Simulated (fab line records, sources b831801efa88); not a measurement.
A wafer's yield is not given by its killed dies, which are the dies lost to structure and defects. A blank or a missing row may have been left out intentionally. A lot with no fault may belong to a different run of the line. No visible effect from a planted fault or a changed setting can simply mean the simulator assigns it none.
2 desks, one fault ; flow sky130 ; only its own numbers are on each desk; what lay behind them is given at the end

THE METROLOGY DESK
Lot by lot, what the gauges showed, no matter which tool ran the lot: averages of those sampled wafers that carry a number. Marked OUT: a lot whose mean sits more than 4 standard deviations from the usual mean, which makes it out of limits; the brackets give that distance.
Columns: A = CONTACT_W_THK at SKY_CONTACT_THK_MEAS_26, usual 334 nm; B = METAL1_ALCU_RS at SKY_METAL1_RS_MEAS_05, usual 0.1271 ohm/sq; C = METAL1_ALCU_THK at SKY_METAL1_THK_MEAS_06, usual 250 nm; D = cd_nm at SKY_METAL1_CD_MEAS_15, usual 139.5 nm; E = METAL1_OVL at SKY_METAL1_OVL_MEAS_16, usual 0 nm
lot;first seen here;A;B;C;D;E
L449;day 31 10:31;330;0.1270;248;137.1;7
L454;day 33 00:11;338;0.1257;255;138.4;4
L464;day 36 08:56;335;0.1259;254;139.9;0
L466;day 37 00:13;335;0.1275;249;140.2;-2
L467;day 37 05:25;336;0.1276;251;140.1;-6
L469;day 38 09:40;329;0.1265;251;142.3;2
This desk's finding: nothing out of limits on any of the 6 lots.

FOR THE TOOL OWNER'S DESK: litho_track-04
The tool's own readings at SKY_METAL1_COAT_10 (resist thk 450 nm): means of the sampled wafers that have a number, for each lot that ran on this tool. Marked OUT: a lot whose mean sits more than 4 standard deviations from the usual mean, which makes it out of limits; the brackets give that distance.
Columns: A = exhaust_pa at SKY_METAL1_COAT_10, usual 44.7 Pa; B = spin_speed_rpm at SKY_METAL1_COAT_10, usual 3000.1 rpm
lot;first seen here;A;B
L454;day 33 14:00;46.2;2997.0
L464;day 36 22:00;43.0;2869.8 (-62) OUT
L467;day 37 18:00;44.1;2867.9 (-63) OUT
This desk's verdict: out of limits on L464, L467, starting with L464 at day 36 22:00 (spin_speed_rpm at SKY_METAL1_COAT_10). L454: within limits.

TAKEN TOGETHER
The tool owner's desk could have raised an alarm at day 36 22:00, on L464, L467.
At the metrology desk, nothing out of limits was observed.
The metrology desk holds a record of L464, L467, inside its limits.
All the named lots went through SKY_METAL1_COAT_10 on litho_track-04.

WHAT THE SIMULATOR PUT IN
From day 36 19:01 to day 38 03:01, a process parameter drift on litho_track-04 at SKY_METAL1_COAT_10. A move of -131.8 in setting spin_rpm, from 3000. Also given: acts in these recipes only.
Shown lots that were struck: L464, L467.
Delay in hours, fault start to first out-of-limits reading, by desk: the tool owner's desk at 3.
